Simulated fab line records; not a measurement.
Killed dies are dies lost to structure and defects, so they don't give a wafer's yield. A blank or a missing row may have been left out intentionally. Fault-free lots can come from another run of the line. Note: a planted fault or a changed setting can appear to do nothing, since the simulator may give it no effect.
Matching of chambers    flow sky130    cmp-02 running SKY_VIA3_CMP_02: 4 sister chambers
The step polishes SiO2. 4 wafers are shown with their chamber, then 7 later ones without.

WAFERS, EACH WITH ITS CHAMBER
wafer   chamber  motor current A (A)
L442.3  1        11.3
L444.3  3        11.6
L445.2  0        10.6
L445.3  2        11.9

WAFERS MISSING THEIR CHAMBER
wafer   motor current A (A)
L445.4  11.8
L450.1  10.4
L450.3  11.9
L450.5  12.6
L460.1  11.7
L460.3  10.6
L460.6  12.6

CHAMBER TAKEN BY EACH
wafer   from the rows above           in truth
L445.4  can't be placed: 2 or 3 or 1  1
L450.1  can't be placed: 0 or 1       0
L450.3  can't be placed: 2 or 3 or 1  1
L450.5  can't be placed: 2 or 3 or 1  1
L460.1  can't be placed: 3 or 2 or 1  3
L460.3  can't be placed: 0 or 1       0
L460.6  can't be placed: 2 or 3 or 1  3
Correctly placed: 0 of 7. From these rows, 7 cannot be placed; in 7 the true chamber is one of the candidates. Number placed wrongly: 0.
How it was worked out, from the rows above alone: a wafer's distance from a chamber is the root of the sum, over the readings, of the square of ((its reading less the chamber's mean) divided by the reading's scatter). If the next closest chamber is less than 2 further off than the closest, the wafer can't be placed; otherwise it belongs to the closest. Each chamber's mean is taken over the wafers shown for it. The scatter (one wafer shown for each chamber): square how far every hidden wafer sits from the nearest shown wafer, average those squares and take the square root.
